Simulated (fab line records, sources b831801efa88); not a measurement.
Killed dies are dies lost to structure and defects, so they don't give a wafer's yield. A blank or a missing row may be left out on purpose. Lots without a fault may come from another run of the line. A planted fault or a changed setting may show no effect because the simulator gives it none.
Chamber matching | flow sky130 | SKY_CONTACT_CMP_27 on cmp-02: 4 sister chambers
The step polishes, stops on SiO2, t overpolish 15 s, target thk 0 nm. 8 wafers are shown with their chamber, then 7 later ones without.

WAFERS WITH THEIR CHAMBER
wafer  | chamber | motor_current_A (A) | time_to_endpoint_s (s)
L860.2 | 0       | 11.7                | 82
L861.1 | 2       | 11.6                | 82
L861.2 | 1       | 9.9                 | 84
L861.5 | 1       | 10.1                | 81
L875.1 | 2       | 11.8                | 85
L875.6 | 3       | 9.1                 | 84
L876.1 | 0       | 11.5                | 77
L876.2 | 3       | 9.2                 | 81

WAFERS WITHOUT THEIR CHAMBER
wafer  | motor_current_A (A) | time_to_endpoint_s (s)
L876.4 | 10.1                | 80
L874.2 | 9.6                 | 88
L874.4 | 10.8                | 81
L874.5 | 11.5                | 80
L882.2 | 9.9                 | 85
L882.3 | 10.9                | 83
L882.6 | 11.5                | 82

WHICH CHAMBER EACH WENT THROUGH
wafer  | from the rows above          | in truth
L876.4 | 1                            | 1
L874.2 | can't be placed: 1 or 3      | 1
L874.4 | can't be placed: 0 or 1 or 2 | 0
L874.5 | can't be placed: 0 or 2      | 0
L882.2 | 1                            | 1
L882.3 | can't be placed: 0 or 2 or 1 | 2
L882.6 | can't be placed: 0 or 2      | 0
Placed correctly: 2 of 7. Can't be placed from these rows: 5 (the true chamber is among the candidates in 5). Placed wrongly: 0.
How it was worked out, from the rows above alone: a wafer's distance from a chamber is the root of the sum, over the readings, of the square of ((its reading less the chamber's mean) divided by the reading's scatter). The wafer belongs to the nearest chamber; if the next one is less than 2 further off, it can't be placed. A chamber's mean is the mean of its shown wafers. The scatter: the root of (the sum of the squares of (reading less its chamber's mean) over the shown wafers, divided by (wafers less chambers)).
